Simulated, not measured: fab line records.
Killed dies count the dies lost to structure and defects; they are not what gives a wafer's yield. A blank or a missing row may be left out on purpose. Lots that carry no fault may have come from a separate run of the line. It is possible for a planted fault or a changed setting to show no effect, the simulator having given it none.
fab line records	flow sky130
record lots=14	wafers=42	lastDay=50
route steps=708 shown POLY_GATE@218 LDD_P@266 LDD_HVN@277 POLY_CUT@307 PAD_OPEN@708
lots that met no fault: taken from a fault-free run of the same line
startH: hours from the record's opening day to when the first of the lot's shown wafers began	waitH: hours from the lot's prior step to this one	" identical to the entry in the row above	L1.1+2: several wafers, shown together as one row	- no value present, or no start provided	* or withheld: withheld	< > ~ a bound
route shown NAME@n: a module of which the file shows steps, and the number in the route of the first	usual: mean/standard deviation taken from wafers without a fault	same: alike in all rows	chamber/n: place in a boat	sites: readings site by site	_std_site: the standard deviation of these	_edge_site: outer sites' mean less inner sites'	radiusMm: for every site, how far away it sits from the centre of the wafer	mask NAME#n: copy n	behind: the most recent tool/chamber to have shaped the wafer	hold: what put the lot on hold/how long, in hours/how the hold closed	device: the n, p or np transistor that did not switch	end of line: the same wafers' tests at the end of the route	a step without rows: its recipe alone	killed: dies lost to structure and defects at the first sort, not the wafer's yield	map: the dies of a wafer, with x for killed, . for not killed, _ for no die there
set.NAME: setting as actually run; set.NAME@STEP: the setting as run at that earlier step	model.NAME: the simulator's own value behind a step, which no gauge read
one table for each step of the route and one row for each wafer, over a sample of lots
## steps
# step SKY_POLY_GATE_THK_MEAS_04
# recipe reads=Si3N4_of_POLY_GATE_CVD_03
# usual POLY_GATE_CVD_03_THK=75.1/0.69
lot.wafer	tool	chamber	startH	waitH	POLY_GATE_CVD_03_THK[nm]
L931.1	filmMetro-04	-	341.41	0.0	74.9
L931.4	"	-	"	"	74.7
L931.6	"	-	"	"	74.7
L933.1	filmMetro-04	-	356.38	0.0	75.6
L933.2	"	-	"	"	75.0
L933.5	"	-	"	"	74.9
L934.2	filmMetro-04	-	363.24	0.0	75.6
L934.3	"	-	"	"	75.9
L934.5	"	-	"	"	75.6
L935.1	filmMetro-03	-	382.36	0.0	75.0
L935.2	"	-	"	"	75.3
L935.5	"	-	"	"	75.1
L937.1	filmMetro-03	-	387.61	0.0	75.7
L937.2	"	-	"	"	75.3
L937.4	"	-	"	"	75.8
L936.2	filmMetro-04	-	387.62	0.0	75.5
L936.3	"	-	"	"	74.5
L936.5	"	-	"	"	74.5
L939.2	filmMetro-02	-	411.35	0.0	74.8
L939.3	"	-	"	"	74.9
L939.6	"	-	"	"	75.0
L940.2	filmMetro-03	-	420.94	0.0	74.3
L940.3	"	-	"	"	74.2
L940.6	"	-	"	"	73.9
L941.1	filmMetro-02	-	425.57	0.0	73.6
L941.2	"	-	"	"	73.9
L941.5	"	-	"	"	74.0
L942.1	filmMetro-02	-	436.66	0.0	77.0
L942.5	"	-	"	"	77.3
L942.6	"	-	"	"	77.0
L948.2	filmMetro-04	-	509.32	0.0	75.4
L948.3	"	-	"	"	75.3
L948.6	"	-	"	"	75.1
L952.1	filmMetro-04	-	529.45	0.0	74.4
L952.2	"	-	"	"	74.6
L952.4	"	-	"	"	74.4
L953.1	filmMetro-04	-	534.18	0.0	75.4
L953.3	"	-	"	"	75.2
L953.4	"	-	"	"	75.2
L954.2	filmMetro-04	-	537.46	0.0	76.0
L954.5	"	-	"	"	75.7
L954.6	"	-	"	"	75.6
# step SKY_LDD_P_TW_MEAS_11
# usual LDD_P_TW=629/3.7
lot.wafer	tool	chamber	startH	waitH	LDD_P_TW
L931.1	filmMetro-02	-	430.56	0.1	638
L931.4	"	-	"	"	639
L931.6	"	-	"	"	638
L933.1	filmMetro-02	-	452.08	0.1	633
L933.2	"	-	"	"	630
L933.5	"	-	"	"	631
L934.2	filmMetro-02	-	457.59	0.1	631
L934.3	"	-	"	"	634
L934.5	"	-	"	"	634
L935.1	filmMetro-01	-	477.38	0.1	631
L935.2	"	-	"	"	627
L935.5	"	-	"	"	632
L936.2	filmMetro-01	-	481.36	0.1	627
L936.3	"	-	"	"	628
L936.5	"	-	"	"	630
L937.1	filmMetro-02	-	481.99	0.1	627
L937.2	"	-	"	"	623
L937.4	"	-	"	"	626
L939.2	filmMetro-01	-	507.35	0.1	631
L939.3	"	-	"	"	631
L939.6	"	-	"	"	631
L940.2	filmMetro-02	-	517.04	0.1	629
L940.3	"	-	"	"	626
L940.6	"	-	"	"	626
L941.1	filmMetro-02	-	520.54	0.1	628
L941.2	"	-	"	"	630
L941.5	"	-	"	"	630
L942.1	filmMetro-02	-	532.43	0.1	627
L942.5	"	-	"	"	630
L942.6	"	-	"	"	632
L948.2	filmMetro-04	-	601.75	0.1	627
L948.3	"	-	"	"	626
L948.6	"	-	"	"	631
L952.1	filmMetro-02	-	622.38	0.1	624
L952.2	"	-	"	"	625
L952.4	"	-	"	"	626
L953.1	filmMetro-01	-	626.93	0.1	633
L953.3	"	-	"	"	634
L953.4	"	-	"	"	633
L954.2	filmMetro-02	-	630.00	0.1	625
L954.5	"	-	"	"	630
L954.6	"	-	"	"	626
# step SKY_LDD_HVN_TW_MEAS_10
# usual LDD_HVN_TW=1424/11
lot.wafer	tool	chamber	startH	waitH	LDD_HVN_TW
L931.1	filmMetro-02	-	461.11	0.1	1429
L931.4	"	-	"	"	1423
L931.6	"	-	"	"	1425
L933.1	filmMetro-04	-	481.84	0.1	1423
L933.2	"	-	"	"	1419
L933.5	"	-	"	"	1411
L934.2	filmMetro-03	-	487.92	0.1	1444
L934.3	"	-	"	"	1445
L934.5	"	-	"	"	1448
L935.1	filmMetro-04	-	508.06	0.1	1415
L935.2	"	-	"	"	1413
L935.5	"	-	"	"	1419
L936.2	filmMetro-03	-	511.72	0.1	1441
L936.3	"	-	"	"	1437
L936.5	"	-	"	"	1440
L937.1	filmMetro-02	-	512.96	0.1	1421
L937.2	"	-	"	"	1418
L937.4	"	-	"	"	1419
L939.2	filmMetro-02	-	537.53	0.1	1419
L939.3	"	-	"	"	1419
L939.6	"	-	"	"	1422
L940.2	filmMetro-02	-	547.82	0.1	1416
L940.3	"	-	"	"	1421
L940.6	"	-	"	"	1420
L941.1	filmMetro-03	-	551.32	0.1	1453
L941.2	"	-	"	"	1442
L941.5	"	-	"	"	1447
L942.1	filmMetro-04	-	562.86	0.1	1418
L942.5	"	-	"	"	1417
L942.6	"	-	"	"	1412
L948.2	filmMetro-02	-	631.22	0.1	1419
L948.3	"	-	"	"	1429
L948.6	"	-	"	"	1415
L952.1	filmMetro-04	-	650.92	0.1	1419
L952.2	"	-	"	"	1418
L952.4	"	-	"	"	1420
L953.1	filmMetro-02	-	655.76	0.1	1425
L953.3	"	-	"	"	1425
L953.4	"	-	"	"	1419
L954.2	filmMetro-02	-	658.48	0.1	1423
L954.5	"	-	"	"	1427
L954.6	"	-	"	"	1424
# step SKY_POLY_CUT_DEHYDRATE_00
# recipe tempC=200	timeS=60
# usual heaterPowerTotalW=160.36/0.12	plateTempC=200.05/0.17
lot.wafer	tool	chamber	startH	waitH	heaterPowerTotalW	plateTempC
L931.1	lithoTrack-04	0	538.44	14.6	160.20	200.09
L931.4	"	0	"	"	160.26	200.11
L931.6	"	0	"	"	160.58	200.12
L933.1	lithoTrack-04	0	559.69	14.5	160.32	200.05
L933.2	"	0	"	"	160.43	200.11
L933.5	"	0	"	"	160.39	200.28
L934.2	lithoTrack-02	0	564.55	14.2	160.24	200.12
L934.3	"	0	"	"	160.35	199.99
L934.5	"	0	"	"	160.22	200.01
L935.1	lithoTrack-03	0	583.87	14.0	160.48	200.07
L935.2	"	0	"	"	160.26	199.97
L935.5	"	0	"	"	160.39	200.27
L936.2	lithoTrack-02	0	588.95	14.6	160.35	199.83
L936.3	"	0	"	"	160.51	200.06
L936.5	"	0	"	"	160.40	199.96
L937.1	lithoTrack-02	0	590.33	14.7	160.32	200.33
L937.2	"	0	"	"	160.34	199.96
L937.4	"	0	"	"	160.50	200.20
L939.2	lithoTrack-04	0	613.11	13.7	160.49	200.17
L939.3	"	0	"	"	160.25	200.18
L939.6	"	0	"	"	160.24	199.98
L940.2	lithoTrack-04	0	623.91	13.9	160.49	199.58
L940.3	"	0	"	"	160.39	199.58
L940.6	"	0	"	"	160.31	200.01
L941.1	lithoTrack-02	0	628.08	14.4	160.44	199.77
L941.2	"	0	"	"	160.25	199.81
L941.5	"	0	"	"	160.32	199.91
L942.1	lithoTrack-04	0	639.19	13.5	160.19	200.16
L942.5	"	0	"	"	160.64	200.05
L942.6	"	0	"	"	160.42	199.90
L948.2	lithoTrack-04	0	703.36	12.9	155.51	195.32
L948.3	"	0	"	"	155.76	195.24
L948.6	"	0	"	"	155.55	195.33
L952.1	lithoTrack-04	0	721.24	13.0	155.54	195.02
L952.2	"	0	"	"	155.53	195.19
L952.4	"	0	"	"	155.60	195.14
L953.1	lithoTrack-02	0	726.48	12.6	160.56	199.97
L953.3	"	0	"	"	160.17	200.16
L953.4	"	0	"	"	160.38	199.93
L954.2	lithoTrack-02	0	729.70	13.1	160.47	200.31
L954.5	"	0	"	"	160.30	200.14
L954.6	"	0	"	"	160.40	200.09
# step SKY_PAD_OPEN_PROBE_99
# usual killed_at_M0_to_M3=42/6.4	killed_at_M4_up=3.0/2	killedAtContacts=24/5.2	killedAtFrontEnd=14/4.2	killedAtOther=0.4/0.72	killedDies=84/9	killedOnRim=16/3.7	killedOpen=46/6.6	killedShort=38/6
# same grossDies=492	killedAtBackSide=0
lot.wafer	tool	chamber	startH	waitH	killed_at_M0_to_M3	killed_at_M4_up	killedAtContacts	killedAtFrontEnd	killedAtOther	killedDies	killedOnRim	killedOpen	killedShort
L931.1	prober-01	-	1072.28	0.1	45	2	25	16	0	88	18	55	33
L931.4	prober-01	-	1072.43	0.2	38	3	14	20	1	76	16	40	36
L931.6	prober-01	-	1072.53	0.2	35	2	24	19	0	80	18	41	38
L933.1	prober-01	-	1089.88	0.1	33	2	16	15	0	66	18	41	25
L933.2	prober-01	-	1089.93	0.1	31	2	18	22	0	73	7	38	35
L933.5	prober-01	-	1090.08	0.2	38	4	17	12	0	71	16	37	34
L934.2	prober-02	-	1092.30	0.1	51	3	24	14	0	92	17	41	51
L934.3	prober-02	-	1092.35	0.2	41	0	27	24	0	92	13	60	32
L934.5	prober-02	-	1092.45	0.2	46	6	22	6	0	80	16	38	42
L935.1	prober-01	-	1106.31	0.1	42	2	20	19	2	85	17	50	34
L935.2	prober-01	-	1106.36	0.1	29	1	24	16	2	72	13	40	31
L935.5	prober-01	-	1106.51	0.2	42	3	26	15	0	86	19	49	37
L936.2	prober-02	-	1109.10	0.1	35	2	29	13	0	79	14	45	34
L936.3	prober-02	-	1109.15	0.2	44	2	20	7	0	73	22	38	35
L936.5	prober-02	-	1109.25	0.2	52	2	24	14	1	93	21	48	45
L937.1	prober-01	-	1109.22	0.1	40	6	24	12	1	83	15	51	32
L937.2	prober-01	-	1109.27	0.1	50	4	27	6	0	87	12	56	31
L937.4	prober-01	-	1109.37	0.2	40	2	30	5	0	77	11	41	36
L939.2	prober-01	-	1125.43	0.1	44	8	24	16	0	92	18	46	43
L939.3	prober-01	-	1125.48	0.2	44	3	25	10	1	83	18	36	45
L939.6	prober-01	-	1125.63	0.2	47	3	36	10	0	96	13	47	49
L940.2	prober-02	-	1130.51	0.1	46	5	31	12	1	95	20	49	46
L940.3	prober-02	-	1130.56	0.2	36	3	16	13	1	69	17	38	31
L940.6	prober-02	-	1130.71	0.2	40	6	21	11	0	78	12	40	38
L941.1	prober-01	-	1133.52	0.1	45	3	23	8	0	79	15	43	36
L941.2	prober-01	-	1133.57	0.1	48	3	22	12	0	85	14	46	39
L941.5	prober-01	-	1133.72	0.2	33	3	26	12	0	74	15	31	42
L942.1	prober-02	-	1143.25	0.1	39	9	31	13	0	92	24	50	42
L942.5	prober-02	-	1143.45	0.2	44	4	27	15	0	90	15	49	41
L942.6	prober-02	-	1143.50	0.2	57	3	30	13	0	103	19	53	50
L948.2	prober-02	-	1183.63	0.1	53	1	12	10	1	77	17	35	42
L948.3	prober-02	-	1183.68	0.2	40	2	24	6	1	73	10	36	37
L948.6	prober-02	-	1183.83	0.2	38	6	28	12	1	85	18	45	39
L952.1	prober-01	-	1193.94	0.1	30	1	25	16	0	72	16	45	27
L952.2	prober-01	-	1193.99	0.1	42	1	29	11	0	83	15	39	44
L952.4	prober-01	-	1194.09	0.2	46	1	28	17	0	92	21	55	37
L953.1	prober-02	-	1197.32	0.1	42	1	25	14	0	82	18	43	39
L953.3	prober-02	-	1197.42	0.2	45	6	35	8	0	94	11	51	42
L953.4	prober-02	-	1197.47	0.2	48	2	30	24	0	104	25	59	45
L954.2	prober-01	-	1200.24	0.1	42	1	25	14	2	84	10	43	39
L954.5	prober-01	-	1200.39	0.2	39	1	23	17	4	84	11	41	39
L954.6	prober-01	-	1200.44	0.2	49	3	25	10	4	91	19	48	40
# killed by level:class
L931.1 LI_CONTACT:geometricParticle:open=10 VIA1:geometricParticle:open=10 VIA3:geometricParticle:open=9 CONTACT:geometricParticle:open=7 METAL1:geometricParticle:short=6 FIELD_ISO:geometricParticle:open=4 FIELD_ISO:geometricParticle:short=4 CONTACT:geometricParticle:short=4
L931.4 METAL1:geometricParticle:short=10 VIA1:geometricParticle:open=9 POLY_GATE:geometricParticle:open=5 LI_CONTACT:geometricParticle:open=5 VIA2:geometricParticle:open=5 FIELD_ISO:geometricParticle:open=4 FIELD_ISO:geometricParticle:short=3 POLY_GATE:geometricParticle:short=3
L931.6 VIA1:geometricParticle:open=8 CONTACT:geometricParticle:open=8 LOCAL_INTERCONNECT:geometricParticle:short=6 VIA1:geometricParticle:short=6 VIA3:geometricParticle:open=6 FIELD_ISO:geometricParticle:open=5 POLY_GATE:geometricParticle:short=5 FIELD_ISO:geometricParticle:short=4
L933.1 VIA1:geometricParticle:open=9 VIA2:geometricParticle:open=8 FIELD_ISO:geometricParticle:open=5 FIELD_ISO:geometricParticle:short=5 METAL1:geometricParticle:short=4 LI_CONTACT:geometricParticle:open=4 LOCAL_INTERCONNECT:geometricParticle:short=4 CONTACT:geometricParticle:open=4
L933.2 VIA1:geometricParticle:open=7 CONTACT:geometricParticle:open=6 VIA3:geometricParticle:open=5 POLY_GATE:geometricParticle:open=5 POLY_GATE:geometricParticle:short=5 METAL2:geometricParticle:short=5 FIELD_ISO:geometricParticle:open=4 LI_CONTACT:geometricParticle:open=4
L933.5 VIA1:geometricParticle:open=7 METAL2:geometricParticle:short=6 CONTACT:geometricParticle:open=6 LI_CONTACT:geometricParticle:open=5 VIA2:geometricParticle:short=5 VIA3:geometricParticle:open=4 CONTACT:geometricParticle:short=4 POLY_GATE:geometricParticle:short=3
L934.2 VIA1:geometricParticle:open=8 LI_CONTACT:geometricParticle:open=7 CONTACT:geometricParticle:open=7 VIA1:geometricParticle:short=7 VIA3:geometricParticle:open=7 METAL2:geometricParticle:short=6 LOCAL_INTERCONNECT:geometricParticle:short=5 METAL1:geometricParticle:short=5
L934.3 POLY_GATE:geometricParticle:open=11 VIA1:geometricParticle:open=11 LI_CONTACT:geometricParticle:open=8 CONTACT:geometricParticle:open=8 METAL2:geometricParticle:short=7 FIELD_ISO:geometricParticle:short=6 METAL2:geometricParticle:open=6 VIA2:geometricParticle:open=6
L934.5 CONTACT:geometricParticle:open=10 METAL1:geometricParticle:short=8 VIA3:geometricParticle:open=8 VIA1:geometricParticle:open=6 METAL2:geometricParticle:short=6 LOCAL_INTERCONNECT:geometricParticle:short=5 VIA2:geometricParticle:short=5 VIA2:geometricParticle:open=5
L935.1 LI_CONTACT:geometricParticle:open=10 VIA3:geometricParticle:open=9 VIA3:geometricParticle:short=8 POLY_GATE:geometricParticle:short=7 CONTACT:geometricParticle:open=7 VIA1:geometricParticle:open=6 VIA2:geometricParticle:open=6 POLY_GATE:geometricParticle:open=5
L935.2 LI_CONTACT:geometricParticle:open=10 VIA1:geometricParticle:open=7 CONTACT:geometricParticle:open=6 POLY_GATE:geometricParticle:short=4 LOCAL_INTERCONNECT:geometricParticle:short=4 VIA1:geometricParticle:short=4 FIELD_ISO:geometricParticle:short=3 POLY_GATE:geometricParticle:open=3
L935.5 VIA1:geometricParticle:open=10 VIA3:geometricParticle:open=9 LI_CONTACT:geometricParticle:open=7 METAL2:geometricParticle:short=7 VIA2:geometricParticle:open=7 CONTACT:geometricParticle:open=6 FIELD_ISO:geometricParticle:short=5 LI_CONTACT:geometricParticle:short=5
L936.2 VIA1:geometricParticle:open=10 CONTACT:geometricParticle:open=9 LOCAL_INTERCONNECT:geometricParticle:short=7 VIA1:geometricParticle:short=6 LI_CONTACT:geometricParticle:open=5 VIA2:geometricParticle:open=5 LI_CONTACT:geometricParticle:short=4 VIA2:geometricParticle:short=4
L936.3 CONTACT:geometricParticle:open=6 VIA1:geometricParticle:open=6 VIA1:geometricParticle:short=6 VIA2:geometricParticle:open=6 LI_CONTACT:geometricParticle:open=5 METAL1:geometricParticle:short=5 VIA2:geometricParticle:short=5 LOCAL_INTERCONNECT:geometricParticle:short=4
L937.1 VIA3:geometricParticle:open=11 VIA1:geometricParticle:open=8 LOCAL_INTERCONNECT:geometricParticle:short=7 VIA2:geometricParticle:open=7 FIELD_ISO:geometricParticle:open=6 CONTACT:geometricParticle:open=6 LI_CONTACT:geometricParticle:open=6 METAL1:geometricParticle:short=5
L936.5 CONTACT:geometricParticle:open=9 VIA3:geometricParticle:open=8 VIA1:geometricParticle:open=7 VIA2:geometricParticle:open=7 METAL1:geometricParticle:short=6 VIA1:geometricParticle:short=6 LI_CONTACT:geometricParticle:open=5 LOCAL_INTERCONNECT:geometricParticle:short=5
L937.2 VIA1:geometricParticle:open=15 CONTACT:geometricParticle:open=13 METAL1:geometricParticle:short=6 LI_CONTACT:geometricParticle:open=6 VIA1:geometricParticle:short=6 VIA2:geometricParticle:open=5 METAL2:geometricParticle:open=4 LOCAL_INTERCONNECT:geometricParticle:short=4
L937.4 CONTACT:geometricParticle:open=10 VIA2:geometricParticle:open=7 LI_CONTACT:geometricParticle:open=7 METAL1:geometricParticle:short=6 CONTACT:geometricParticle:short=5 VIA1:geometricParticle:short=5 VIA3:geometricParticle:open=5 LOCAL_INTERCONNECT:geometricParticle:short=4
L939.2 VIA1:geometricParticle:open=10 METAL2:geometricParticle:short=9 CONTACT:geometricParticle:open=8 LI_CONTACT:geometricParticle:open=7 METAL1:geometricParticle:short=6 VIA3:geometricParticle:open=6 FIELD_ISO:geometricParticle:short=5 POLY_GATE:geometricParticle:short=5
L939.3 VIA1:geometricParticle:open=13 METAL2:geometricParticle:short=10 LI_CONTACT:geometricParticle:open=6 CONTACT:geometricParticle:short=6 FIELD_ISO:geometricParticle:short=5 LI_CONTACT:geometricParticle:short=5 CONTACT:geometricParticle:open=5 VIA2:geometricParticle:open=5
L939.6 LI_CONTACT:geometricParticle:open=15 METAL1:geometricParticle:short=9 CONTACT:geometricParticle:short=8 VIA1:geometricParticle:open=8 CONTACT:geometricParticle:open=6 VIA3:geometricParticle:open=6 VIA1:geometricParticle:short=6 METAL2:geometricParticle:short=5
L940.2 CONTACT:geometricParticle:open=14 VIA3:geometricParticle:open=8 VIA2:geometricParticle:open=6 LI_CONTACT:geometricParticle:open=6 CONTACT:geometricParticle:short=6 VIA2:geometricParticle:short=5 VIA1:geometricParticle:open=5 METAL2:geometricParticle:short=5
L940.3 METAL1:geometricParticle:short=8 VIA2:geometricParticle:open=7 LI_CONTACT:geometricParticle:open=6 VIA3:geometricParticle:open=5 VIA1:geometricParticle:open=4 CONTACT:geometricParticle:short=4 FIELD_ISO:geometricParticle:short=3 POLY_GATE:geometricParticle:open=3
L940.6 CONTACT:geometricParticle:open=8 VIA1:geometricParticle:open=7 METAL1:geometricParticle:short=6 VIA2:geometricParticle:open=6 LI_CONTACT:geometricParticle:open=5 VIA1:geometricParticle:short=5 LOCAL_INTERCONNECT:geometricParticle:short=4 VIA2:geometricParticle:short=4
L941.1 METAL2:geometricParticle:short=10 VIA2:geometricParticle:open=9 VIA3:geometricParticle:open=8 CONTACT:geometricParticle:open=7 LI_CONTACT:geometricParticle:short=6 LI_CONTACT:geometricParticle:open=5 VIA1:geometricParticle:open=5 VIA2:geometricParticle:short=4
L941.2 VIA1:geometricParticle:open=13 CONTACT:geometricParticle:open=8 LI_CONTACT:geometricParticle:open=7 METAL1:geometricParticle:short=7 VIA3:geometricParticle:open=6 VIA2:geometricParticle:open=5 LOCAL_INTERCONNECT:geometricParticle:short=4 VIA1:geometricParticle:short=4
L941.5 CONTACT:geometricParticle:open=7 LOCAL_INTERCONNECT:geometricParticle:short=6 METAL1:geometricParticle:short=6 LI_CONTACT:geometricParticle:open=5 VIA1:geometricParticle:open=5 METAL2:geometricParticle:short=5 VIA2:geometricParticle:open=4 METAL3:geometricParticle:short=4
L942.1 CONTACT:geometricParticle:open=15 METAL2:geometricParticle:short=10 CONTACT:geometricParticle:short=8 VIA1:geometricParticle:open=8 METAL4:geometricParticle:short=8 VIA3:geometricParticle:open=7 FIELD_ISO:geometricParticle:open=5 VIA2:geometricParticle:open=5
L942.5 CONTACT:geometricParticle:open=14 METAL2:geometricParticle:short=9 VIA1:geometricParticle:open=9 LI_CONTACT:geometricParticle:open=6 VIA3:geometricParticle:open=6 FIELD_ISO:geometricParticle:short=5 LOCAL_INTERCONNECT:geometricParticle:short=4 VIA2:geometricParticle:short=4
L942.6 VIA1:geometricParticle:open=18 CONTACT:geometricParticle:open=10 VIA1:geometricParticle:short=9 LOCAL_INTERCONNECT:geometricParticle:short=7 VIA2:geometricParticle:open=7 METAL2:geometricParticle:short=6 VIA3:geometricParticle:open=5 CONTACT:geometricParticle:short=5
L948.2 VIA1:geometricParticle:open=17 VIA1:geometricParticle:short=9 METAL2:geometricParticle:short=8 CONTACT:geometricParticle:short=5 METAL1:geometricParticle:short=4 CONTACT:geometricParticle:open=4 VIA2:geometricParticle:open=4 METAL3:geometricParticle:short=3
L948.3 METAL1:geometricParticle:short=10 LI_CONTACT:geometricParticle:open=8 CONTACT:geometricParticle:short=6 VIA1:geometricParticle:open=6 VIA3:geometricParticle:open=6 CONTACT:geometricParticle:open=5 METAL2:geometricParticle:short=5 VIA2:geometricParticle:short=4
L948.6 CONTACT:geometricParticle:open=9 LI_CONTACT:geometricParticle:open=6 CONTACT:geometricParticle:short=6 METAL2:geometricParticle:short=6 VIA3:geometricParticle:open=6 METAL1:geometricParticle:short=5 VIA1:geometricParticle:open=5 VIA2:geometricParticle:open=5
L952.1 LI_CONTACT:geometricParticle:open=8 CONTACT:geometricParticle:open=8 VIA1:geometricParticle:open=7 VIA2:geometricParticle:open=7 VIA3:geometricParticle:open=5 FIELD_ISO:geometricParticle:short=4 FIELD_ISO:geometricParticle:open=4 LI_CONTACT:geometricParticle:short=3
L952.2 VIA1:geometricParticle:open=11 CONTACT:geometricParticle:short=9 CONTACT:geometricParticle:open=8 METAL1:geometricParticle:short=7 LI_CONTACT:geometricParticle:open=6 METAL2:geometricParticle:short=6 VIA1:geometricParticle:short=5 POLY_GATE:geometricParticle:short=4
L952.4 CONTACT:geometricParticle:open=14 LI_CONTACT:geometricParticle:open=10 VIA1:geometricParticle:open=9 VIA1:geometricParticle:short=7 METAL1:geometricParticle:short=6 METAL2:geometricParticle:short=5 VIA2:geometricParticle:open=5 VIA3:geometricParticle:open=5
L953.1 VIA1:geometricParticle:short=12 VIA1:geometricParticle:open=11 LI_CONTACT:geometricParticle:open=10 VIA3:geometricParticle:open=7 FIELD_ISO:geometricParticle:short=6 CONTACT:geometricParticle:open=6 LOCAL_INTERCONNECT:geometricParticle:short=5 METAL2:geometricParticle:short=4
L953.3 LI_CONTACT:geometricParticle:open=11 VIA3:geometricParticle:open=10 CONTACT:geometricParticle:open=9 VIA2:geometricParticle:open=8 CONTACT:geometricParticle:short=8 METAL1:geometricParticle:short=5 VIA3:geometricParticle:short=5 METAL4:geometricParticle:short=5
L953.4 LI_CONTACT:geometricParticle:open=12 VIA1:geometricParticle:open=10 FIELD_ISO:geometricParticle:open=9 CONTACT:geometricParticle:open=9 FIELD_ISO:geometricParticle:short=7 VIA2:geometricParticle:open=7 METAL2:geometricParticle:short=7 LOCAL_INTERCONNECT:geometricParticle:short=5
L954.2 VIA1:geometricParticle:open=15 CONTACT:geometricParticle:open=11 METAL2:geometricParticle:short=7 CONTACT:geometricParticle:short=7 POLY_GATE:geometricParticle:short=5 METAL1:geometricParticle:short=5 LI_CONTACT:geometricParticle:open=5 VIA3:geometricParticle:open=5
L954.5 VIA1:geometricParticle:open=11 POLY_GATE:geometricParticle:open=8 CONTACT:geometricParticle:open=8 CONTACT:geometricParticle:short=8 FIELD_ISO:geometricParticle:short=5 METAL3:geometricParticle:short=5 VIA1:geometricParticle:short=4 VIA2:geometricParticle:open=4
L954.6 CONTACT:geometricParticle:short=11 VIA2:geometricParticle:open=9 VIA3:geometricParticle:open=9 LI_CONTACT:geometricParticle:open=8 VIA1:geometricParticle:open=8 METAL2:geometricParticle:short=5 VIA1:geometricParticle:short=5 METAL3:geometricParticle:short=5
## key
firstSign step=SKY_POLY_CUT_DEHYDRATE_00	reading=heaterPowerTotalW	direction=down	sigmas=40	usual=*	struck=*
effect step=SKY_POLY_CUT_DEHYDRATE_00	reading=plateTempC	direction=down	sigmas=29	usual=*	struck=*
metAt SKY_POLY_CUT_DEHYDRATE_00
struckLots L948,L952
testerLeftOut L948,L952
notActingAt SKY_POLY_GATE_THK_MEAS_04,SKY_LDD_P_TW_MEAS_11,SKY_LDD_HVN_TW_MEAS_10
onsetBetween 639.19 703.36
fault kind=processParameterDrift	tool=lithoTrack-04	chamber=-	onsetH=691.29	steps=SKY_POLY_CUT_DEHYDRATE_00	channel=tempC	offset=*	shape=step	endH=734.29	actsIn=*	stated=*
# testerLeftOut: of these lots the tester's yield and bins aren't shown, on N5 and GAA mostly nor the transistor test; their killed dies are dies lost to structure and defects alone, not to doping, threshold or leakage, so they don't give the yield
